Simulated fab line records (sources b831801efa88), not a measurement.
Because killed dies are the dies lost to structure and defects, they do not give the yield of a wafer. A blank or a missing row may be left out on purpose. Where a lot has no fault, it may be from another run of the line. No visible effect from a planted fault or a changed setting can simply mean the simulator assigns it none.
What tool caused it? | flow sfq line | Sampling: 15 lots, 42 wafers, 3 of 325 route steps

== WHAT THE GAUGES SHOWED, per wafer ==
SFQ_I1_OVL_MEAS_913.
lot  | measured     | on         | I1_OVL (nm)
L115 | day 23 08:48 | overlay-02 | -2 1 4
L116 | day 23 12:24 | overlay-02 | 0 8 1
L117 | day 24 00:23 | overlay-02 | 5 17 14
L118 | day 24 11:08 | overlay-02 | 4 3 7
L119 | day 24 19:40 | overlay-01 | 11 11 11
L120 | day 24 23:16 | overlay-02 | 11 8 8
L123 | day 25 11:43 | overlay-01 | -1 -4
L124 | day 25 12:55 | overlay-02 | -3 -1 0
L126 | day 25 21:19 | overlay-01 | 0 -13
L128 | day 26 00:55 | overlay-02 | 0 -4 1
L129 | day 26 03:19 | overlay-02 | 1 -1
L130 | day 26 04:31 | overlay-01 | 14 8 7
L133 | day 26 08:07 | overlay-02 | -1 -8 2
L134 | day 26 09:19 | overlay-02 | 4 6 6
L136 | day 26 11:43 | overlay-02 | -2 8 1

SFQ_M2_RS_MEAS_914: the measuring method here is four-point-probe.
lot  | measured     | on            | M2_NB_RS (ohm/sq)
L115 | day 23 09:55 | film metro-03 | 0.884 0.889 0.888
L116 | day 23 13:31 | film metro-03 | 0.867 0.893 0.887
L117 | day 24 01:29 | film metro-02 | 0.911 0.914 0.906
L118 | day 24 12:14 | film metro-04 | 0.903 0.902 0.897
L119 | day 24 20:47 | film metro-03 | 0.892 0.889 0.890
L120 | day 25 00:22 | film metro-02 | 0.880 0.894 0.883
L123 | day 25 12:48 | film metro-02 | 0.900 0.768
L124 | day 25 14:01 | film metro-03 | 0.908 0.907 0.895
L126 | day 25 22:25 | film metro-03 | 0.898 0.769
L128 | day 26 02:00 | film metro-04 | 0.890 0.899 0.895
L129 | day 26 04:26 | film metro-02 | 0.766 0.901
L130 | day 26 05:37 | film metro-04 | 0.900 0.896 0.902
L133 | day 26 09:13 | film metro-03 | 0.890 0.885 0.893
L134 | day 26 10:26 | film metro-04 | 0.886 0.890 0.898
L136 | day 26 12:49 | film metro-02 | 0.904 0.907 0.888

== WHAT TOOL EACH LOT RAN ON (gives the tool, then ch and the chambers of the sampled wafers, and finally the start) ==
lot  | SFQ_TRILAYER_M2_DEP_SPUTTER_055
L115 | pvd sputter-05, day 23 09:47
L116 | pvd sputter-04, day 23 13:23
L117 | pvd sputter-03, day 24 01:24
L118 | pvd sputter-05, day 24 12:08
L119 | pvd sputter-05, day 24 20:38
L120 | pvd sputter-04, day 25 00:14
L123 | pvd sputter-05, day 25 12:43
L124 | pvd sputter-04, day 25 13:56
L126 | pvd sputter-05, day 25 22:20
L128 | pvd sputter-03, day 26 01:55
L129 | pvd sputter-05, day 26 04:20
L130 | pvd sputter-04, day 26 05:31
L133 | pvd sputter-04, day 26 09:07
L134 | pvd sputter-03, day 26 10:20
L136 | pvd sputter-04, day 26 12:44
- SFQ_TRILAYER_M2_DEP_SPUTTER_055: material Nb, target thk 200 nm, time 133.3 s.

== WHAT THE TOOLS THEMSELVES READ (means of the sampled wafers that have a number; where no wafer has one, the mark that the record gives instead) ==
SFQ_TRILAYER_M2_DEP_SPUTTER_055.
lot  | tool           | throttle valve pct (%)
L115 | pvd sputter-05 | 29.5
L116 | pvd sputter-04 | 31.2
L117 | pvd sputter-03 | 31.1
L118 | pvd sputter-05 | 30.4
L119 | pvd sputter-05 | 30.4
L120 | pvd sputter-04 | 30.5
L123 | pvd sputter-05 | 29.5
L124 | pvd sputter-04 | 31.1
L126 | pvd sputter-05 | 31.2
L128 | pvd sputter-03 | 28.2
L129 | pvd sputter-05 | 29.4
L130 | pvd sputter-04 | 31.3
L133 | pvd sputter-04 | 31.5
L134 | pvd sputter-03 | 28.2
L136 | pvd sputter-04 | 31.0

== THE ANSWER, worked out from the rows above alone ==
Rule: usual is defined by the lots themselves. The widest of any qualifying gaps counts: lots, ordered by their means at a reading, are off when they make up no more than a third of the lots, leave a main group of 4 or more, and stand apart from it by 3 or more times the standard deviation of that group's means. Not used: any main group whose means are identical at the precision the tables above print for the reading. Also off: a lot with no number at a reading for which 4 or more lots have one. All remaining lots with rows at the step are treated as sound. The gauges are gone through in route order, then the tools' own readings, and for those a lot's mean is taken as printed above. At the first step where some lot is off, the reading lying furthest off is the one used; lots without a number count as furthest.
Off: L123, L126, L129, seen at SFQ_M2_RS_MEAS_914 (M2_NB_RS). Mean 0.894 ohm/sq and standard deviation 0.0079 in the main group.
If a tool, at a process step before that reading, ran all the lots that are off and no sound lot after the first of them, it fits. Those tools and the gauges at SFQ_M2_RS_MEAS_914 are tried in the same way. One fits: pvd sputter-05 at SFQ_TRILAYER_M2_DEP_SPUTTER_055. Its last sound lot is L119 (day 24 20:38), its first lot that is off L123 (day 25 12:43): a fault that began between those two fits.

== WHAT THE SIMULATOR HAD INSERTED ==
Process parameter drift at SFQ_TRILAYER_M2_DEP_SPUTTER_055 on pvd sputter-05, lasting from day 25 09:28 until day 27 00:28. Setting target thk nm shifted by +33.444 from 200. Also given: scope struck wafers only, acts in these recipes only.
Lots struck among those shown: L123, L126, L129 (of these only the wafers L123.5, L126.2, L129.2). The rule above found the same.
